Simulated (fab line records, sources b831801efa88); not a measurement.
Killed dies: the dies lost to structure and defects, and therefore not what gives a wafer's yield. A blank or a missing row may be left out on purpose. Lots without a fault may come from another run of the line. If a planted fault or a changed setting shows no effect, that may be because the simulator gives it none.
fab line records    flow sfq-line
record lots=5  wafers=23
route steps=325 shown M4@149 I4@163 JJ@189 M5@199 R5@217 I5@232
start-h: start of the lot's first displayed wafer, in hours after the record's first day    wait-h: hours elapsed since this lot's preceding step    " as in the row above    L1.1+2: one row covering several wafers at once    - no value, or no start was given    * or withheld: withheld    < > ~ a bound
route shown NAME@n: NAME is a module with steps in the file, n the number in the route of the first one    usual: average and standard deviation across the fault-free wafers    same: alike in all rows    chamber/n: place in a boat    sites: per-site readings    _std_site: standard deviation across them    _edge_site: the outer-site mean with the inner-site mean subtracted    radius-mm: for every site, how far away it sits from the centre of the wafer    mask NAME#n: copy n    behind: the last tool/chamber to shape the wafer    hold: why the lot went on hold/how many hours it stayed there/how the hold came to an end    device: transistor that didn't switch, given as n, p or np    end of line: tests of these same wafers at the route's end    step lacking rows: just its recipe    killed: the dies lost at the first sort to structure and to defects; this is not the yield of the wafer    map: a wafer's dies, x killed, . not, _ none there
set.NAME: the run value of the setting; set.NAME@STEP: its run value at that earlier step    model.NAME: the simulator's own value behind a step, which no gauge read
lots with deliberately changed settings; one table per step, one row per wafer
## steps
# step SFQ_TRILAYER_M4_DEP_SPUTTER_091
# recipe material=Nb  base-pressure-pa=1.33e-06  chamber-pressure-pa=0.1333  substrate-temp-c=20  resputter-cathode-voltage-v=400  target-thk-nm=200  power-w=2000  time-s=133.3
lot.wafer  tool            chamber  start-h  wait-h  set.power-w  model.Nb_of_TRILAYER_M4_DEP_SPUTTER_091.thk-nm
L078.1     pvd-sputter-04  -        1197.96  0.0     2000         199.2
L078.2     "               -        "        "       2000         191.3
L078.3     "               -        "        "       1907         190.7
L078.4     "               -        "        "       1907         189.6
L078.5     "               -        "        "       1907         190.9
L079.1     pvd-sputter-04  -        1219.56  0.0     2000         192.3
L079.4     "               -        "        "       2000         200.5
L079.5     "               -        "        "       2000         200.3
L080.1     pvd-sputter-03  -        1233.84  0.0     2164         216.5
L080.2     "               -        "        "       2000         196.5
L080.3     "               -        "        "       2164         213.7
L080.5     "               -        "        "       2000         199.3
L080.6     "               -        "        "       2000         195.8
L084.1     pvd-sputter-04  -        1391.76  0.0     2000         197.1
L084.2     "               -        "        "       1849         183.5
L084.3     "               -        "        "       1849         185.8
L084.4     "               -        "        "       2000         202.3
L084.5     "               -        "        "       1849         182.8
L085.1     pvd-sputter-04  -        1402.96  0.0     2088         205.1
L085.2     "               -        "        "       2000         196.6
L085.3     "               -        "        "       2088         208.2
L085.4     "               -        "        "       2088         209.4
L085.5     "               -        "        "       2000         200.2
# step SFQ_M4_RS_MEAS_924
# recipe thk-meas-gauge=four-point-probe  reads=Nb_of_TRILAYER_M4_DEP_SPUTTER_091
# usual M4_NB_RS=0.897/0.015
lot.wafer  tool           chamber  start-h  wait-h  set.power-w@TRILAYER_M4_DEP_SPUTTER_091  M4_NB_RS[ohm/sq]
L078.1     film-metro-03  -        1198.05  0.0     2000                                     0.896
L078.2     "              -        "        "       2000                                     0.933
L078.3     "              -        "        "       1907                                     0.935
L078.4     "              -        "        "       1907                                     0.941
L078.5     "              -        "        "       1907                                     0.935
L079.1     film-metro-01  -        1219.65  0.0     2000                                     0.925
L079.4     "              -        "        "       2000                                     0.886
L079.5     "              -        "        "       2000                                     0.889
L080.1     film-metro-01  -        1233.93  0.0     2164                                     0.820
L080.2     "              -        "        "       2000                                     0.905
L080.3     "              -        "        "       2164                                     0.833
L080.5     "              -        "        "       2000                                     0.893
L080.6     "              -        "        "       2000                                     0.907
L084.1     film-metro-04  -        1391.85  0.0     2000                                     0.901
L084.2     "              -        "        "       1849                                     0.971
L084.3     "              -        "        "       1849                                     0.957
L084.4     "              -        "        "       2000                                     0.878
L084.5     "              -        "        "       1849                                     0.973
L085.1     film-metro-01  -        1403.05  0.0     2088                                     0.867
L085.2     "              -        "        "       2000                                     0.904
L085.3     "              -        "        "       2088                                     0.854
L085.4     "              -        "        "       2088                                     0.847
L085.5     "              -        "        "       2000                                     0.888
# step SFQ_TRILAYER_M4_LITHO_COAT_098
# recipe resist=BARC  spin-rpm=3000  resist-thk-nm=62
lot.wafer  tool            chamber  start-h  wait-h  set.resist-thk-nm  model.BARC_of_TRILAYER_M4_LITHO_COAT_098.thk-nm
L078.1     litho-track-01  0        1198.23  0.1     58.77              58.9
L078.2     "               0        "        "       58.77              58.67
L078.3     "               0        "        "       62                 61.91
L078.4     "               0        "        "       58.77              58.73
L078.5     "               0        "        "       62                 61.98
L079.1     litho-track-01  0        1219.83  0.1     62                 62.15
L079.4     "               0        "        "       62                 61.92
L079.5     "               0        "        "       62                 62.12
L080.1     litho-track-01  0        1234.11  0.1     62                 61.88
L080.2+3   "               0        "        "       62                 61.98
L080.5     "               0        "        "       64.44              64.36
L080.6     "               0        "        "       64.44              64.43
L084.1     litho-track-01  0        1392.03  0.1     62                 62.02
L084.2     "               0        "        "       62                 62.2
L084.3     "               0        "        "       64.03              64.06
L084.4     "               0        "        "       62                 62.1
L084.5     "               0        "        "       64.03              63.96
L085.1     litho-track-02  0        1403.23  0.1     64.08              64.21
L085.2     "               0        "        "       64.08              64.22
L085.3+5   "               0        "        "       62                 62.12
L085.4     "               0        "        "       64.08              64.1
# step SFQ_TRILAYER_I4_DEP_PECVD_099
# recipe material=SiO2  temp-c=150  time-s=111.11  pressure-torr=2.4  rf-w=183.3  precursor=SiH4/N2O  target-thk-nm=500
lot.wafer  tool      chamber  start-h  wait-h  set.rf-w  model.SiO2_of_TRILAYER_I4_DEP_PECVD_099.thk-nm
L078.1     pecvd-04  2        1338.98  0.0     183.3     501.5
L078.2     "         0        "        "       183.3     503.3
L078.3     "         1        "        "       183.3     509.3
L078.4     "         1        "        "       183.3     516.3
L078.5     "         0        "        "       183.3     520.2
L079.1     pecvd-01  2        1359.19  0.0     183.3     498
L079.4     "         0        "        "       183.3     501.7
L079.5     "         2        "        "       183.3     500.7
L080.1     pecvd-03  1        1367.64  0.0     174.6     495.2
L080.2     "         2        "        "       183.3     505
L080.3     "         0        "        "       183.3     504
L080.5     "         2        "        "       174.6     497.9
L080.6     "         1        "        "       183.3     508.8
L084.1     pecvd-03  1        1409.31  0.0     183.3     495.6
L084.2     "         0        "        "       183.3     494.6
L084.3     "         2        "        "       202       522.6
L084.4     "         1        "        "       202       526.4
L084.5     "         2        "        "       202       530
L085.1     pecvd-04  1        1414.11  0.0     183.3     509.7
L085.2     "         2        "        "       183.3     499.3
L085.3     "         0        "        "       192.1     513.2
L085.4     "         1        "        "       192.1     516.7
L085.5     "         0        "        "       192.1     510.2
# step SFQ_TRILAYER_I4_VIA_LITHO_COAT_108
# recipe resist=BARC  spin-rpm=3000  resist-thk-nm=62
lot.wafer  tool            chamber  start-h  wait-h  set.spin-rpm  model.BARC_of_TRILAYER_I4_VIA_LITHO_COAT_108.thk-nm
L078.1     litho-track-01  0        1344.02  1.0     2873          63.12
L078.2     "               0        "        "       3000          61.85
L078.3     "               0        "        "       2873          63.31
L078.4     "               0        "        "       3000          61.64
L078.5     "               0        "        "       2873          63.27
L079.1     litho-track-03  0        1366.60  1.0     3000          61.77
L079.4     "               0        "        "       3000          61.84
L079.5     "               0        "        "       3000          62.01
L080.1     litho-track-01  0        1381.60  1.0     3105          60.67
L080.2     "               0        "        "       3105          60.91
L080.3     "               0        "        "       3000          61.95
L080.5     "               0        "        "       3000          61.81
L080.6     "               0        "        "       3105          60.92
L084.1     litho-track-04  0        1416.80  1.0     3000          61.8
L084.2     "               0        "        "       2883          62.87
L084.3     "               0        "        "       3000          61.91
L084.4     "               0        "        "       3000          61.81
L084.5     "               0        "        "       2883          63.09
L085.1     litho-track-03  0        1419.80  1.0     2847          63.68
L085.2     "               0        "        "       3000          62.06
L085.3     "               0        "        "       3000          62.09
L085.4     "               0        "        "       3000          62.15
L085.5     "               0        "        "       2847          63.77
# step SFQ_TRILAYER_I4_VIA_LITHO_EXPOSE_104
# recipe mask-id=I4  na=0.6  source-shape=conventional  sigma-outer=0.65  target-cd-nm=700  dose-mj=21.3
lot.wafer       tool            chamber  start-h  wait-h  mask  set.dose-mj
L078.1+2+3+4+5  krf-scanner-02  0        1344.77  -       I4#0  21.3
L079.1+4+5      krf-scanner-02  0        1375.97  -       I4#0  21.3
L080.1+2        krf-scanner-02  0        1382.35  -       I4#0  21.3
L080.3+5+6      "               0        "        "       I4#0  19.94
L084.1+2+3+4+5  krf-scanner-02  0        1420.02  -       I4#0  21.3
L085.1+3        krf-scanner-02  0        1422.42  -       I4#0  20.18
L085.2+4+5      "               0        "        "       I4#0  21.3
# step SFQ_TRILAYER_I4_VIA_LITHO_PEB_106
# recipe peb-temp-c=115  peb-time-s=57.93  resist=KrF
# step SFQ_TRILAYER_I4_VIA_LITHO_DEVELOP_105
# recipe time-s=60  resist=KrF
# step SFQ_TRILAYER_I4_VIA_BARC_OPEN_VIA_ETCH_146
# recipe mask-material=PR  chemistry=O2  target-depth-nm=125  target=BARC  source-w=500  bias-w=80  pressure-mtorr=30  time-s=41.7
lot.wafer  tool         chamber  start-h  wait-h  set.spin-rpm@TRILAYER_I4_VIA_LITHO_COAT_108  set.dose-mj@TRILAYER_I4_VIA_LITHO_EXPOSE_104  model.I4.cd-nm  model.etch.depth-nm
L078.1     rie-diel-04  3        1346.31  0.0     2873                                         21.3                                          695.9           -
L078.2     "            2        "        "       3000                                         21.3                                          693.4           -
L078.3     "            1        "        "       2873                                         21.3                                          692.9           63.31
L078.4     "            0        "        "       3000                                         21.3                                          695.6           -
L078.5     "            1        "        "       2873                                         21.3                                          692.3           63.27
L079.1     rie-diel-01  3        1377.51  0.0     3000                                         21.3                                          695             61.77
L079.4     "            0        "        "       3000                                         21.3                                          696.5           61.84
L079.5     "            3        "        "       3000                                         21.3                                          693.5           62.01
L080.1     rie-diel-01  2        1383.89  0.0     3105                                         21.3                                          692             -
L080.2     "            0        "        "       3105                                         21.3                                          691.3           60.91
L080.3     "            3        "        "       3000                                         19.94                                         681             -
L080.5     "            3        "        "       3000                                         19.94                                         683             61.81
L080.6     "            2        "        "       3105                                         19.94                                         682             -
L084.1     rie-diel-04  0        1421.55  0.0     3000                                         21.3                                          695.9           -
L084.2     "            1        "        "       2883                                         21.3                                          695.9           -
L084.3     "            2        "        "       3000                                         21.3                                          693.2           -
L084.4     "            3        "        "       3000                                         21.3                                          694.8           61.81
L084.5     "            1        "        "       2883                                         21.3                                          693.4           -
L085.1     rie-diel-04  1        1423.95  0.0     2847                                         20.18                                         685.8           63.68
L085.2     "            0        "        "       3000                                         21.3                                          696.8           62.06
L085.3     "            2        "        "       3000                                         20.18                                         685.1           -
L085.4     "            3        "        "       3000                                         21.3                                          697.7           62.15
L085.5     "            3        "        "       2847                                         21.3                                          696.3           -
# step SFQ_TRILAYER_I4_VIA_ETCH_VIA_ETCH_106
# recipe target=SiO2  stop-on=Nb  mask-material=PR  taper-deg=20  chemistry=CHF3  target-depth-nm=260  source-w=500  bias-w=80  pressure-mtorr=30  time-s=withheld
lot.wafer  tool         chamber  start-h  wait-h  set.dose-mj@TRILAYER_I4_VIA_LITHO_EXPOSE_104  model.I4.cd-nm
L078.1     rie-diel-04  3        1346.35  0.0     21.3                                          696.4
L078.2     "            2        "        "       21.3                                          691.5
L078.3     "            1        "        "       21.3                                          691.9
L078.4     "            0        "        "       21.3                                          696
L078.5     "            1        "        "       21.3                                          691.1
L079.1     rie-diel-01  3        1377.55  0.0     21.3                                          694.7
L079.4     "            0        "        "       21.3                                          692.7
L079.5     "            3        "        "       21.3                                          692.6
L080.1     rie-diel-01  2        1383.93  0.0     21.3                                          692.2
L080.2     "            0        "        "       21.3                                          687.9
L080.3     "            3        "        "       19.94                                         679
L080.5     "            3        "        "       19.94                                         681.9
L080.6     "            2        "        "       19.94                                         681.1
L084.1     rie-diel-04  0        1421.59  0.0     21.3                                          695.3
L084.2     "            1        "        "       21.3                                          694.6
L084.3     "            2        "        "       21.3                                          692.6
L084.4     "            3        "        "       21.3                                          696
L084.5     "            1        "        "       21.3                                          691.8
L085.1     rie-diel-04  1        1423.99  0.0     20.18                                         683.7
L085.2     "            0        "        "       21.3                                          695.8
L085.3     "            2        "        "       20.18                                         684.4
L085.4     "            3        "        "       21.3                                          698.6
L085.5     "            3        "        "       21.3                                          697.9
# step SFQ_TRILAYER_JJ_CE_LITHO_PEB_117
# recipe peb-temp-c=115  peb-time-s=60  resist=KrF
lot.wafer   tool            chamber  start-h  wait-h  set.peb-time-s
L078.1+3+4  litho-track-03  0        1350.69  1.0     60
L078.2+5    "               0        "        "       56.19
L079.1+4+5  litho-track-01  0        1391.09  1.0     60
L080.1+2+3  litho-track-03  0        1392.29  1.0     67.98
L080.5+6    "               0        "        "       60
L084.1+5    litho-track-02  0        1426.02  1.0     51.55
L084.2+3+4  "               0        "        "       60
L085.1+2+3  litho-track-03  0        1428.21  1.0     53.51
L085.4+5    "               0        "        "       60
# step SFQ_TRILAYER_JJ_CE_LITHO_DEVELOP_116
# recipe time-s=60  resist=KrF
# step SFQ_TRILAYER_JJ_CE_METRO_MEASURE_117
# usual cd-nm=699.6/1.4
lot.wafer  tool       chamber  start-h  wait-h  set.peb-time-s@TRILAYER_JJ_CE_LITHO_PEB_117  cd-nm
L078.1     cd-sem-01  -        1351.03  0.0     60                                           697.7
L078.2     "          -        "        "       56.19                                        706.8
L078.3     "          -        "        "       60                                           696.8
L078.4     "          -        "        "       60                                           697.6
L078.5     "          -        "        "       56.19                                        707.1
L079.1     cd-sem-02  -        1391.43  0.0     60                                           699.9
L079.4     "          -        "        "       60                                           700.3
L079.5     "          -        "        "       60                                           701.6
L080.1     cd-sem-01  -        1392.63  0.0     67.98                                        683.5
L080.2     "          -        "        "       67.98                                        684.2
L080.3     "          -        "        "       67.98                                        684.3
L080.5     "          -        "        "       60                                           699.8
L080.6     "          -        "        "       60                                           700.3
L084.1     cd-sem-01  -        1426.35  0.0     51.55                                        723.2
L084.2     "          -        "        "       60                                           698.3
L084.3     "          -        "        "       60                                           699.3
L084.4     "          -        "        "       60                                           698.1
L084.5     "          -        "        "       51.55                                        722.9
L085.1     cd-sem-02  -        1428.55  0.0     53.51                                        717.0
L085.2     "          -        "        "       53.51                                        718.2
L085.3     "          -        "        "       53.51                                        717.2
L085.4     "          -        "        "       60                                           701.2
L085.5     "          -        "        "       60                                           699.6
# step SFQ_TRILAYER_JJ_CE_BARC_OPEN_RIE_150
# recipe mask-material=PR  chemistry=O2  target-depth-nm=240  target=BARC  icp-w=600  bias-w=80  pressure-mtorr=10  time-s=80
lot.wafer  tool          chamber  start-h  wait-h  set.peb-time-s@TRILAYER_JJ_CE_LITHO_PEB_117  model.JJ.cd-nm
L078.1     rie-metal-04  1        1352.23  1.0     60                                           702.2
L078.2     "             0        "        "       56.19                                        708
L078.3     "             0        "        "       60                                           697.9
L078.4     "             1        "        "       60                                           700.4
L078.5     "             1        "        "       56.19                                        710.2
L079.1     rie-metal-03  1        1392.63  1.0     60                                           697.7
L079.4     "             1        "        "       60                                           698.5
L079.5     "             0        "        "       60                                           698.6
L080.1     rie-metal-03  0        1393.83  1.0     67.98                                        680.9
L080.2     "             1        "        "       67.98                                        683.2
L080.3     "             1        "        "       67.98                                        682.8
L080.5     "             1        "        "       60                                           698.8
L080.6     "             0        "        "       60                                           697.1
L084.1     rie-metal-04  0        1427.55  1.0     51.55                                        722
L084.2     "             1        "        "       60                                           701
L084.3     "             1        "        "       60                                           702.6
L084.4     "             0        "        "       60                                           697.1
L084.5     "             1        "        "       51.55                                        726.5
L085.1     rie-metal-04  0        1429.75  1.0     53.51                                        716.5
L085.2     "             1        "        "       53.51                                        721.2
L085.3     "             0        "        "       53.51                                        716.6
L085.4     "             1        "        "       60                                           705.5
L085.5     "             1        "        "       60                                           703.4
# step SFQ_TRILAYER_M5_LITHO_COAT_123
# recipe resist=KrF  spin-rpm=3000  resist-thk-nm=600
lot.wafer  tool            chamber  start-h  wait-h  set.resist-thk-nm  model.KrF_of_TRILAYER_M5_LITHO_COAT_123.thk-nm
L078.1     litho-track-03  0        1354.00  0.2     600                598.8
L078.2     "               0        "        "       600                600
L078.3     "               0        "        "       600                600.6
L078.4     "               0        "        "       600                599.1
L078.5     "               0        "        "       600                600.1
L079.1     litho-track-04  0        1394.40  0.2     600                598
L079.4     "               0        "        "       600                600.7
L079.5     "               0        "        "       600                597.9
L080.1     litho-track-04  0        1395.60  0.2     600                599.1
L080.2     "               0        "        "       566.9              565.1
L080.3     "               0        "        "       566.9              565.5
L080.5     "               0        "        "       600                599
L080.6     "               0        "        "       600                598.3
L084.1     litho-track-02  0        1429.33  0.2     633.5              633.2
L084.2     "               0        "        "       600                601.9
L084.3     "               0        "        "       600                600.5
L084.4     "               0        "        "       633.5              634.5
L084.5     "               0        "        "       633.5              633.3
L085.1     litho-track-04  0        1431.52  0.2     600                599.9
L085.2     "               0        "        "       600                601.6
L085.3     "               0        "        "       600                601.8
L085.4     "               0        "        "       600                598.9
L085.5     "               0        "        "       600                601.1
# step SFQ_TRILAYER_M5_BARC_OPEN_METAL_ETCH_161
# recipe mask-material=PR  chemistry=O2  target-depth-nm=125  target=BARC  icp-w=600  bias-w=80  pressure-mtorr=10  time-s=41.7
lot.wafer  tool          chamber  start-h  wait-h  set.icp-w  set.resist-thk-nm@TRILAYER_M5_LITHO_COAT_123  model.KrF_of_TRILAYER_M5_LITHO_COAT_123.thk-nm
L078.1     rie-metal-01  1        1390.32  0.0     600        600                                           520.3
L078.2     "             0        "        "       573.7      600                                           524.8
L078.3     "             1        "        "       600        600                                           521.8
L078.4     "             0        "        "       573.7      600                                           523.8
L078.5     "             1        "        "       573.7      600                                           523.9
L079.1     rie-metal-02  1        1502.23  0.0     600        600                                           521.7
L079.4     "             1        "        "       600        600                                           523.7
L079.5     "             1        "        "       600        600                                           520.9
L080.1     rie-metal-01  0        1504.63  0.0     600        600                                           522.5
L080.2     "             1        "        "       600        566.9                                         487.9
L080.3     "             1        "        "       600        566.9                                         488.2
L080.5     "             0        "        "       600        600                                           522.9
L080.6     "             1        "        "       600        600                                           521.4
L084.1     rie-metal-03  1        1541.70  0.0     631.5      633.5                                         552.8
L084.2     "             0        "        "       600        600                                           525
L084.3     "             0        "        "       631.5      600                                           521.1
L084.4     "             1        "        "       600        633.5                                         557.2
L084.5     "             0        "        "       600        633.5                                         556.3
L085.1     rie-metal-01  0        1543.95  0.0     636.6      600                                           520.1
L085.2     "             1        "        "       600        600                                           523.9
L085.3     "             0        "        "       600        600                                           525
L085.4     "             1        "        "       636.6      600                                           519
L085.5     "             0        "        "       600        600                                           524.3
# step SFQ_TRILAYER_R5_LITHO_COAT_141
# recipe resist=BARC  spin-rpm=3000  resist-thk-nm=62
lot.wafer  tool            chamber  start-h  wait-h  set.resist-thk-nm  model.BARC_of_TRILAYER_R5_LITHO_COAT_141.thk-nm
L078.1     litho-track-01  0        1407.95  0.1     60.11              60.16
L078.2     "               0        "        "       60.11              60.05
L078.3     "               0        "        "       62                 62.14
L078.4     "               0        "        "       62                 62.02
L078.5     "               0        "        "       62                 62.08
L079.1     litho-track-02  0        1519.34  0.1     62                 62.06
L079.4     "               0        "        "       62                 61.88
L079.5     "               0        "        "       62                 62.02
L080.1     litho-track-04  0        1522.34  0.1     65.41              65.57
L080.2     "               0        "        "       65.41              65.32
L080.3     "               0        "        "       62                 61.89
L080.5     "               0        "        "       62                 61.85
L080.6     "               0        "        "       65.41              65.33
L084.1     litho-track-02  0        1549.56  0.1     62                 62.18
L084.2+3   "               0        "        "       62                 62.09
L084.4     "               0        "        "       62                 62.17
L084.5     "               0        "        "       62                 62.23
L085.1     litho-track-04  0        1552.53  0.1     62                 62.19
L085.2     "               0        "        "       63.47              63.49
L085.3     "               0        "        "       63.47              63.46
L085.4     "               0        "        "       62                 62.01
L085.5     "               0        "        "       62                 61.94
# step SFQ_TRILAYER_R5_BARC_OPEN_METAL_ETCH_177
# recipe mask-material=PR  chemistry=O2  target-depth-nm=125  target=BARC  icp-w=600  bias-w=80  pressure-mtorr=10  time-s=41.7
lot.wafer     tool          chamber  start-h  wait-h  set.icp-w  set.resist-thk-nm@TRILAYER_R5_LITHO_COAT_141  model.etch.depth-nm
L078.1+2      rie-metal-01  1,0      1416.75  0.0     600        60.11                                         -
L078.3        "             0        "        "       600        62                                            62.14
L078.4        "             1        "        "       600        62                                            -
L078.5        "             0        "        "       600        62                                            62.08
L079.1        rie-metal-02  1        1540.20  0.0     600        62                                            62.06
L079.4        "             0        "        "       600        62                                            61.88
L079.5        "             0        "        "       600        62                                            62.02
L080.1        rie-metal-01  0        1541.40  0.0     600        65.41                                         -
L080.2        "             1        "        "       672        65.41                                         65.32
L080.3        "             1        "        "       600        62                                            -
L080.5        "             0        "        "       600        62                                            61.85
L080.6        "             1        "        "       672        65.41                                         -
L084.1+2+3+5  rie-metal-01  0,1,0,0  1553.47  0.0     600        62                                            -
L084.4        "             1        "        "       600        62                                            62.17
L085.1        rie-metal-01  0        1557.00  0.0     600        62                                            62.19
L085.2        "             1        "        "       600        63.47                                         63.49
L085.3        "             1        "        "       600        63.47                                         -
L085.4        "             0        "        "       600        62                                            62.01
L085.5        "             1        "        "       600        62                                            -
# step SFQ_TRILAYER_I5_LITHO_EXPOSE_145
# recipe mask-id=I5  na=0.6  source-shape=conventional  sigma-outer=0.65  target-cd-nm=700  dose-mj=21.3
lot.wafer       tool            chamber  start-h  wait-h  mask  set.dose-mj
L078.1+2+5      krf-scanner-02  0        1421.22  -       I5#0  21.3
L078.3+4        "               0        "        "       I5#0  20.74
L079.1+4+5      krf-scanner-02  0        1544.67  -       I5#0  21.3
L080.1+5        krf-scanner-02  0        1545.87  -       I5#0  21.3
L080.2+3+6      "               0        "        "       I5#0  22.86
L084.1+2+3      krf-scanner-02  0        1557.87  -       I5#0  21.73
L084.4+5        "               0        "        "       I5#0  21.3
L085.1+2+3+4+5  krf-scanner-02  0        1560.27  -       I5#0  21.3
# step SFQ_TRILAYER_I5_BARC_OPEN_VIA_ETCH_200
# recipe mask-material=PR  chemistry=O2  target-depth-nm=125  target=BARC  source-w=500  bias-w=80  pressure-mtorr=30  time-s=41.7
lot.wafer  tool         chamber  start-h  wait-h  set.pressure-mtorr  set.dose-mj@TRILAYER_I5_LITHO_EXPOSE_145  model.I5.cd-nm
L078.1     rie-diel-02  2        1422.75  0.0     30                  21.3                                      699.9
L078.2     "            3        "        "       30                  21.3                                      699.8
L078.3     "            1        "        "       30                  20.74                                     694.7
L078.4     "            0        "        "       30                  20.74                                     695.6
L078.5     "            2        "        "       30                  21.3                                      700.3
L079.1     rie-diel-03  1        1546.20  0.0     30                  21.3                                      700.4
L079.4     "            3        "        "       30                  21.3                                      701.5
L079.5     "            0        "        "       30                  21.3                                      699.7
L080.1     rie-diel-02  3        1547.40  0.0     27.79               21.3                                      699.3
L080.2     "            0        "        "       27.79               22.86                                     710.2
L080.3     "            2        "        "       27.79               22.86                                     708.9
L080.5     "            2        "        "       27.79               21.3                                      698.2
L080.6     "            1        "        "       27.79               22.86                                     710.9
L084.1+2   rie-diel-02  3,1      1559.40  0.0     33.6                21.73                                     704.6
L084.3     "            0        "        "       33.6                21.73                                     703.4
L084.4     "            2        "        "       33.6                21.3                                      700.5
L084.5     "            3        "        "       33.6                21.3                                      703
L085.1     rie-diel-03  3        1561.80  0.0     28.09               21.3                                      701.1
L085.2     "            1        "        "       28.09               21.3                                      701.5
L085.3     "            0        "        "       28.09               21.3                                      698.7
L085.4     "            2        "        "       28.09               21.3                                      699.4
L085.5     "            3        "        "       28.09               21.3                                      701.8
## key
split step=SFQ_TRILAYER_M4_DEP_SPUTTER_091  setting=power-w  stated=2000  by=wafer
response step=SFQ_TRILAYER_M4_DEP_SPUTTER_091  reading=model.Nb_of_TRILAYER_M4_DEP_SPUTTER_091.thk-nm  change=+1.98  per=1%  r=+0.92
response step=SFQ_M4_RS_MEAS_924  reading=M4_NB_RS  change=-0.00896  per=1%  r=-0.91
split step=SFQ_TRILAYER_M4_LITHO_COAT_098  setting=resist-thk-nm  stated=62  by=wafer
response step=SFQ_TRILAYER_M4_LITHO_COAT_098  reading=model.BARC_of_TRILAYER_M4_LITHO_COAT_098.thk-nm  change=+0.609  per=1%  r=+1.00
split step=SFQ_TRILAYER_I4_DEP_PECVD_099  setting=rf-w  stated=183.3  by=wafer
response step=SFQ_TRILAYER_I4_DEP_PECVD_099  reading=model.SiO2_of_TRILAYER_I4_DEP_PECVD_099.thk-nm  change=+2.71  per=1%  r=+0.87
split step=SFQ_TRILAYER_I4_VIA_LITHO_COAT_108  setting=spin-rpm  stated=3000  by=wafer
response step=SFQ_TRILAYER_I4_VIA_LITHO_COAT_108  reading=model.BARC_of_TRILAYER_I4_VIA_LITHO_COAT_108.thk-nm  change=-0.318  per=1%  r=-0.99
response step=SFQ_TRILAYER_I4_VIA_BARC_OPEN_VIA_ETCH_146  reading=model.etch.depth-nm  change=-0.295  per=1%  r=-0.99
split step=SFQ_TRILAYER_I4_VIA_LITHO_EXPOSE_104  setting=dose-mj  stated=21.3  by=wafer
response step=SFQ_TRILAYER_I4_VIA_BARC_OPEN_VIA_ETCH_146  reading=model.I4.cd-nm  change=+1.78  per=1%  r=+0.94
response step=SFQ_TRILAYER_I4_VIA_ETCH_VIA_ETCH_106  reading=model.I4.cd-nm  change=+1.9  per=1%  r=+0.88
split step=SFQ_TRILAYER_JJ_CE_LITHO_PEB_117  setting=peb-time-s  stated=60  by=wafer
response step=SFQ_TRILAYER_JJ_CE_METRO_MEASURE_117  reading=cd-nm  change=-1.51  per=1%  r=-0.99
response step=SFQ_TRILAYER_JJ_CE_BARC_OPEN_RIE_150  reading=model.JJ.cd-nm  change=-1.41  per=1%  r=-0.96
split step=SFQ_TRILAYER_M5_LITHO_COAT_123  setting=resist-thk-nm  stated=600  by=wafer
response step=SFQ_TRILAYER_M5_LITHO_COAT_123  reading=model.KrF_of_TRILAYER_M5_LITHO_COAT_123.thk-nm  change=+5.94  per=1%  r=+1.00
response step=SFQ_TRILAYER_M5_BARC_OPEN_METAL_ETCH_161  reading=model.KrF_of_TRILAYER_M5_LITHO_COAT_123.thk-nm  change=+6  per=1%  r=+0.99
split step=SFQ_TRILAYER_M5_BARC_OPEN_METAL_ETCH_161  setting=icp-w  stated=600  by=wafer
response none clear
split step=SFQ_TRILAYER_R5_LITHO_COAT_141  setting=resist-thk-nm  stated=62  by=wafer
response step=SFQ_TRILAYER_R5_LITHO_COAT_141  reading=model.BARC_of_TRILAYER_R5_LITHO_COAT_141.thk-nm  change=+0.639  per=1%  r=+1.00
response step=SFQ_TRILAYER_R5_BARC_OPEN_METAL_ETCH_177  reading=model.etch.depth-nm  change=+0.622  per=1%  r=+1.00
split step=SFQ_TRILAYER_R5_BARC_OPEN_METAL_ETCH_177  setting=icp-w  stated=600  by=wafer
response none clear
split step=SFQ_TRILAYER_I5_LITHO_EXPOSE_145  setting=dose-mj  stated=21.3  by=wafer
response step=SFQ_TRILAYER_I5_BARC_OPEN_VIA_ETCH_200  reading=model.I5.cd-nm  change=+1.55  per=1%  r=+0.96
split step=SFQ_TRILAYER_I5_BARC_OPEN_VIA_ETCH_200  setting=pressure-mtorr  stated=30  by=lot
response none clear
